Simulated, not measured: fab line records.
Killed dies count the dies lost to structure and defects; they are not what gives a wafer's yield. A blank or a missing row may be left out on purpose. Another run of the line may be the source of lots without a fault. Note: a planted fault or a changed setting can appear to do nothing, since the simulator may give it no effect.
What tool caused it?	flow gf180mcu	Sampling: 14 lots, 42 wafers, 3 of 602 route steps

== WHAT EACH GAUGE READ, for each wafer ==
GF_V3_THK_MEAS_25: measures by xrf.
lot	measured	on	V3_W_THK (nm)
L739	day 22 08:10	film-metro-04	347 346 348
L740	day 22 17:23	film-metro-04	355 335 355
L741	day 22 19:16	film-metro-04	332 355 355
L742	day 23 10:38	film-metro-03	335 339 334
L743	day 24 03:26	film-metro-04	338 347 345
L744	day 24 15:35	film-metro-04	345 340 342
L745	day 24 16:31	film-metro-04	331 356 353
L747	day 25 22:55	film-metro-02	330 328 350
L753	day 27 00:34	film-metro-04	337 356 351
L754	day 27 20:00	film-metro-02	347 335 344
L757	day 28 02:43	film-metro-04	336 354 332
L758	day 28 08:58	film-metro-04	328 350 350
L759	day 28 10:39	film-metro-03	332 330 352
L760	day 28 19:04	film-metro-03	340 342 338

== WHAT TOOL EACH LOT RAN ON (gives the tool, then ch and the chambers of the sampled wafers, and finally the start) ==
lot	GF_V3_CMP_04	GF_V3_ETCH_17
L739	cmp-01 ch 2,3, day 21 07:16	rie-diel-02 ch 0,3, day 22 08:10 or earlier
L740	cmp-01 ch 1,2,3, day 21 16:51	rie-diel-04 ch 0,2,3, day 22 17:23 or earlier
L741	cmp-01 ch 0,1,3, day 21 18:22	rie-diel-04 ch 1,3, day 22 19:16 or earlier
L742	cmp-02 ch 1,2,3, day 22 10:46	rie-diel-04 ch 1,2,3, day 23 10:38 or earlier
L743	cmp-02 ch 0,1,3, day 23 04:06	rie-diel-04 ch 0,2, day 24 03:26 or earlier
L744	cmp-01 ch 0,1,2, day 23 16:17	rie-diel-04 ch 0,1,3, day 24 15:35 or earlier
L745	cmp-02 ch 1,2,3, day 23 17:17	rie-diel-03 ch 1,2, day 24 16:31 or earlier
L747	cmp-01 ch 0,3, day 25 00:25	rie-diel-03 ch 0,3, day 25 22:55 or earlier
L753	cmp-02 ch 1,2,3, day 26 02:50	rie-diel-02 ch 1,2,3, day 27 00:34 or earlier
L754	cmp-01 ch 2,3, day 26 23:15	rie-diel-02 ch 0,3, day 27 20:00 or earlier
L757	cmp-02 ch 0,3, day 27 06:15	rie-diel-03 ch 1,2, day 28 02:43 or earlier
L758	cmp-01 ch 1,2,3, day 27 12:15	rie-diel-02 ch 1,3, day 28 08:58 or earlier
L759	cmp-01 ch 2,3, day 27 13:25	rie-diel-03 ch 1,2, day 28 10:39 or earlier
L760	cmp-02 ch 0,2,3, day 27 22:16	rie-diel-03 ch 0,3, day 28 19:04 or earlier
- GF_V3_CMP_04: polishes SiO2.
- GF_V3_ETCH_17: etches SiO2 in C4F8/O2/Ar, stops on TiN, target depth 635 nm.

== WHAT THE TOOLS THEMSELVES READ (means of the sampled wafers that have a number; where no wafer has one, the mark that the record gives instead) ==
GF_V3_CMP_04.
lot	tool	motor-current-A (A)	platen-rpm (rpm)	slurry-flow-ml-min	time-to-endpoint-s (s)
L739	cmp-01	11.9	60.03	150.0	83
L740	cmp-01	11.8	59.97	150.1	80
L741	cmp-01	12.3	59.98	150.0	80
L742	cmp-02	11.1	60.01	149.6	84
L743	cmp-02	12.0	59.98	150.2	85
L744	cmp-01	12.6	59.97	149.9	85
L745	cmp-02	11.4	59.99	150.0	83
L747	cmp-01	11.2	59.98	149.8	71
L753	cmp-02	11.3	60.00	150.1	78
L754	cmp-01	11.7	60.04	149.9	79
L757	cmp-02	11.3	60.00	150.2	88
L758	cmp-01	11.9	59.99	149.6	85
L759	cmp-01	12.2	60.01	149.7	87
L760	cmp-02	10.8	60.00	149.7	86

GF_V3_ETCH_17.
lot	tool	oes-product-au (a.u.)
L739	rie-diel-02	0.855
L740	rie-diel-04	0.852
L741	rie-diel-04	0.852
L742	rie-diel-04	0.861
L743	rie-diel-04	0.857
L744	rie-diel-04	0.859
L745	rie-diel-03	0.855
L747	rie-diel-03	0.853
L753	rie-diel-02	0.861
L754	rie-diel-02	0.855
L757	rie-diel-03	0.862
L758	rie-diel-02	0.853
L759	rie-diel-03	0.860
L760	rie-diel-03	0.858

== THE ANSWER, worked out from the rows above alone ==
Rule: what is usual is taken from the lots themselves. Put in order of their means at a reading, lots are off if they are a third of the lots or fewer, leave a main group of 4 or more, and stand apart from it by a gap of 3 or more times the standard deviation of the main group's means; of several such gaps the widest counts. Not used: any main group whose means are identical at the precision the tables above print for the reading. Also off: a lot with no number at a reading for which 4 or more lots have one. Any other lot the step has rows for is counted as sound. The gauges are gone through in route order, then the tools' own readings, and for those a lot's mean is taken as printed above. At the first step where some lot is off, the reading lying furthest off is the one used; lots without a number count as furthest.
No lot is off at any reading shown: from this, nothing can be told.

== WHAT THE SIMULATOR HAD PUT IN ==
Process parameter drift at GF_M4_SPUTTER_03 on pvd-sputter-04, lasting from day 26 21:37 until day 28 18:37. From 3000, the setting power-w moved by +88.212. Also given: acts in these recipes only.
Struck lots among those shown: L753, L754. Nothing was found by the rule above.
